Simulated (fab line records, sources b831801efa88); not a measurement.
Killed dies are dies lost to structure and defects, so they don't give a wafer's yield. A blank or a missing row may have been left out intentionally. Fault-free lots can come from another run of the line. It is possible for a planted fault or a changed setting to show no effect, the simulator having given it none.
Code-filled problem report in 8D (eight disciplines) form	flow sky130	the parts of the form that need people (team, actions taken, sign-off) are left out

## 1. WHAT IS WRONG
chamber pressure pa at SKY_METAL3_SPUTTER_01 reads a mean of 0.4405 Pa on 9 wafers of 3 lots; wafers without a fault read 0.4000 Pa with a standard deviation of 0.00086. That puts it +47 standard deviations away from the usual mean.
The step: material TiN, target thk 20 nm, time 16.7 s.
The first sign was on wafer L557.2 at day 39 08:17, on pvd sputter-04. Wafers with a number at this step in the record: 36, from 12 lots. The rule behind "out" and "out of limits": a value lying over 4 standard deviations away from the usual mean. All remaining wafers that have a number are taken as sound.

## 2. WHAT IT IS AND WHAT IT IS NOT
question	is	is not
which readings at this step	chamber pressure pa	-
which lots	L557, L560, L562	L552, L554, L555, L556, L566, L567, L568, L569, L570
which wafers of those lots	all that have a number	-
read on which tools	pvd sputter-04	pvd sputter-01, pvd sputter-02
when	from day 39 08:17	up to then (12 sound wafers); but 15 sound wafers of L566, L567, L568, L569, L570 came after

## 3. THE SUSPECTS, EACH WITH WHAT RULES IT OUT
Counting: a tool stays on the suspect list if, at a process step up to the reading, it processed all lots that are out and no sound lot following the first of them.
- pvd sputter-04 at SKY_METAL3_SPUTTER_01 (material TiN, target thk 20 nm, time 16.7 s): ruled out as a lasting fault. Following L557 (day 39 08:17), the first lot on it that is out, the sound lots L570 were run on it.
Left after counting: nothing in the record.

## 4. THE CAUSE (what the simulator had put in)
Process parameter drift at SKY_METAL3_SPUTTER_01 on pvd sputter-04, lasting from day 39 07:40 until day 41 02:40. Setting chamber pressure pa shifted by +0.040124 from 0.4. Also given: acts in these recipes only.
Counting ruled it out, wrongly.

## 5. THE CHAIN OF EFFECTS, in route order
One row per reading whose mean, taken over the struck wafers that have a number, lies over 3 standard deviations from the usual. Readings are gone through only where the record gives a usual standard deviation; hours: the median, over the lots, of the time from a lot's start at the first step in this table giving one to that lot's start at this step; sigmas: the change measured in usual standard deviations.
hours	step	reading	usual	on struck wafers	change	sigmas
0	SKY_METAL3_SPUTTER_01	chamber pressure pa	0.4000 Pa	0.4405	+0.0405	+47
Process steps it contains:
- SKY_METAL3_SPUTTER_01: material TiN, target thk 20 nm, time 16.7 s.

## 6. WHAT WOULD HAVE CAUGHT IT SOONER
In this record the first reading out of limits was taken at day 39 08:17, 1 hour after the fault began at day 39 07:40.
